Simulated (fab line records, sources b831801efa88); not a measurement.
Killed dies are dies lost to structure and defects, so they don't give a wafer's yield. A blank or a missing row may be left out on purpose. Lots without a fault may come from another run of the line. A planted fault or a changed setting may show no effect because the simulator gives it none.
Which tool did it? | flow sky130 | 12 lots, 36 wafers sampled, at 7 steps of a route of 708

WHAT THE GAUGES READ, wafer by wafer
SKY_SD_P_CD_MEAS_07: target cd 380 nm.
lot  | measured     | on        | cd_nm (nm)
L410 | day 24 20:47 | cd_sem-02 | 381.7 382.9 382.4
L411 | day 25 19:07 | cd_sem-01 | 379.1 377.3 379.0
L412 | day 25 21:19 | cd_sem-01 | 380.5 379.2 378.8
L420 | day 29 06:35 | cd_sem-01 | - - -
L421 | day 29 08:55 | cd_sem-01 | 380.7 382.7 382.9
L422 | day 29 16:38 | cd_sem-01 | - - -
L424 | day 30 04:49 | cd_sem-01 | 378.7 377.8 378.7
L425 | day 30 15:28 | cd_sem-02 | 377.7 381.4 377.2
L427 | day 31 08:10 | cd_sem-02 | 380.3 380.6 382.0
L430 | day 32 00:54 | cd_sem-01 | 379.9 378.8 380.5
L432 | day 32 20:19 | cd_sem-01 | 380.2 379.0 377.2
L433 | day 34 02:50 | cd_sem-01 | 378.4 379.7 377.9

SKY_SD_P_OVL_MEAS_08.
lot  | measured     | on         | SD_P_OVL (nm)
L410 | day 24 20:53 | overlay-01 | -1.1 -1.2 -2.0
L411 | day 25 19:14 | overlay-01 | -0.8 -0.2 -1.2
L412 | day 25 21:23 | overlay-01 | 0.9 -1.2 -2.2
L420 | day 29 06:41 | overlay-01 | - - -
L421 | day 29 09:02 | overlay-02 | -0.5 0.4 0.3
L422 | day 29 16:44 | overlay-02 | - - -
L424 | day 30 04:56 | overlay-01 | -0.6 -1.2 -2.1
L425 | day 30 15:34 | overlay-02 | -0.7 0.1 -2.0
L427 | day 31 08:17 | overlay-01 | -2.3 -1.2 -1.7
L430 | day 32 01:01 | overlay-02 | -1.5 -0.5 0.0
L432 | day 32 20:26 | overlay-01 | 1.5 2.5 1.2
L433 | day 34 02:57 | overlay-01 | -1.2 -0.5 -2.2

SKY_SD_P_TW_MEAS_11.
lot  | measured     | on            | SD_P_TW
L410 | day 24 21:10 | film_metro-04 | 2885 2862 2849
L411 | day 25 19:31 | film_metro-04 | 2892 2882 2893
L412 | day 25 21:41 | film_metro-03 | 2857 2871 2864
L420 | day 29 06:58 | film_metro-02 | 30 30 30 30 30 30
L421 | day 29 09:20 | film_metro-03 | 2880 2868 2879
L422 | day 29 17:01 | film_metro-04 | 30 30 30 30 31 30
L424 | day 30 05:14 | film_metro-04 | 2863 2874 2860
L425 | day 30 15:51 | film_metro-02 | 2817 2807 2823
L427 | day 31 08:35 | film_metro-03 | 2884 2883 2881
L430 | day 32 01:19 | film_metro-04 | 2868 2865 2872
L432 | day 32 20:43 | film_metro-04 | 2851 2856 2877
L433 | day 34 03:14 | film_metro-02 | 2827 2833 2822

SKY_LI_CONTACT_THK_MEAS_01.
lot  | measured     | on            | LI_CONTACT_HDPCVD_THK (nm)
L410 | day 27 09:29 | film_metro-02 | 912 914 906
L411 | day 28 08:41 | film_metro-03 | 933 934 937
L412 | day 28 10:21 | film_metro-02 | 925 929 939
L421 | day 31 16:44 | film_metro-04 | 934 924 918
L424 | day 32 12:44 | film_metro-03 | 929 928 924
L425 | day 32 23:08 | film_metro-03 | 922 933 931
L427 | day 33 15:21 | film_metro-03 | 924 921 916
L430 | day 34 06:58 | film_metro-02 | 921 937 933
L432 | day 35 03:35 | film_metro-04 | 920 924 925
L433 | day 36 09:17 | film_metro-03 | 929 934 923

SKY_LI_CONTACT_OVL_MEAS_13.
lot  | measured     | on         | LI_CONTACT_OVL (nm)
L410 | day 28 16:08 | overlay-02 | -4 -7 -3
L411 | day 29 13:35 | overlay-01 | 0 -6 3
L412 | day 29 15:55 | overlay-01 | -12 -3 -10
L421 | day 32 21:22 | overlay-01 | -2 1 -5
L424 | day 33 16:05 | overlay-01 | -1 -6 2
L425 | day 34 02:07 | overlay-02 | 8 8 7
L427 | day 34 18:23 | overlay-01 | -2 -4 -5
L430 | day 35 10:13 | overlay-02 | 2 -3 -1
L432 | day 36 06:23 | overlay-01 | -5 -5 1
L433 | day 37 11:57 | overlay-02 | -3 -4 -3

WHICH TOOL RAN EACH LOT (tool, then ch and the chambers of the sampled wafers, then the start)
lot  | SKY_SPACER_ETCHBACK_02             | SKY_SD_P_DEVELOP_06
L410 | rie_diel-01 ch 0,2, day 22 08:59   | litho_track-01 ch 0, day 24 20:38
L411 | rie_diel-02 ch 0,1, day 23 08:14   | litho_track-01 ch 0, day 25 18:58
L412 | rie_diel-01 ch 1,2,3, day 23 10:31 | litho_track-02 ch 0, day 25 21:11
L420 | rie_diel-01 ch 0,3, day 26 19:33   | litho_track-01 ch 0, day 29 06:26
L421 | rie_diel-04 ch 0,2, day 26 22:07   | litho_track-04 ch 0, day 29 08:46
L422 | rie_diel-02 ch 0,2,3, day 27 06:16 | litho_track-01 ch 0, day 29 16:29
L424 | rie_diel-01 ch 2,3, day 27 19:26   | litho_track-04 ch 0, day 30 04:40
L425 | rie_diel-04 ch 1,3, day 28 07:35   | litho_track-04 ch 0, day 30 15:16
L427 | rie_diel-02 ch 1,2,3, day 29 01:32 | litho_track-04 ch 0, day 31 08:01
L430 | rie_diel-02 ch 1,2,3, day 29 18:19 | litho_track-02 ch 0, day 32 00:45
L432 | rie_diel-02 ch 1,3, day 30 12:16   | litho_track-02 ch 0, day 32 20:10
L433 | rie_diel-02 ch 2,3, day 31 22:25   | litho_track-04 ch 0, day 34 02:42
- SKY_SPACER_ETCHBACK_02: etches Si3N4 in CH3F/O2, stops on SiO2, time 46.7 s, target depth 45 nm.
- SKY_SD_P_DEVELOP_06: develop time 60 s.

WHAT THE TOOLS THEMSELVES READ (means of the sampled wafers that have a number; where no wafer has one, the mark that the record gives instead)
SKY_SPACER_ETCHBACK_02.
lot  | tool        | drypump_motor_current_A (A) | oes_product_au (a.u.) | throttle_valve_pct (%)
L410 | rie_diel-01 | 5.9                         | 0.837                 | 10.564
L411 | rie_diel-02 | 5.5                         | 0.855                 | 10.573
L412 | rie_diel-01 | 5.5                         | 0.858                 | 10.557
L420 | rie_diel-01 | 5.5                         | 0.849                 | 10.557
L421 | rie_diel-04 | 5.8                         | 0.858                 | 10.561
L422 | rie_diel-02 | 5.7                         | 0.854                 | 10.565
L424 | rie_diel-01 | 5.3                         | 0.859                 | 10.567
L425 | rie_diel-04 | 6.1                         | 0.849                 | 10.573
L427 | rie_diel-02 | 5.6                         | 0.850                 | 10.559
L430 | rie_diel-02 | 5.6                         | 0.848                 | 10.564
L432 | rie_diel-02 | 5.2                         | 0.856                 | 10.559
L433 | rie_diel-02 | 5.5                         | 0.862                 | 10.571

THE ANSWER, worked out from the rows above alone
Rule: what is usual is taken from the lots themselves. Put in order of their means at a reading, lots are off if they are a third of the lots or fewer, leave a main group of 4 or more, and stand apart from it by a gap of 3 or more times the standard deviation of the main group's means; of several such gaps the widest counts. A main group whose means are all the same, to the digits that the tables above print for the reading, isn't used. A lot without any number at a reading at which 4 lots or more have one is off too. The other lots that the step has rows for count as sound. The gauges are gone through in route order, then the tools' own readings, and for those a lot's mean is taken as printed above. The first step at which some lot is off is used, and at that step the reading that is off furthest; a lot without a number counts as furthest.
Off: L420, L422, at SKY_SD_P_CD_MEAS_07 (cd_nm). Without a number there: L420, L422. The main group: mean 379.8 nm, standard deviation 1.4.
A tool fits if, at a process step before that reading, it ran every lot that is off, and no sound lot after the first of them. The gauges at SKY_SD_P_CD_MEAS_07 aren't tried: what is off there is off at SKY_SD_P_OVL_MEAS_08 too, on other tools, and a gauge's error can't cause that. One fits: litho_track-01 at SKY_SD_P_DEVELOP_06. Its last sound lot is L411 (day 25 18:58), its first lot that is off L420 (day 29 06:26): a fault that began between those two fits.

WHAT THE SIMULATOR HAD PUT IN
Process parameter drift: litho_track-01, from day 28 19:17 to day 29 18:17, at SKY_SD_P_DEVELOP_06. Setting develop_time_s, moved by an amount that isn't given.
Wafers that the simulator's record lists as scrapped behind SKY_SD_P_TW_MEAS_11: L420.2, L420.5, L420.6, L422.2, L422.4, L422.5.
Lots struck among those shown: L420, L422. The rule above found the same.
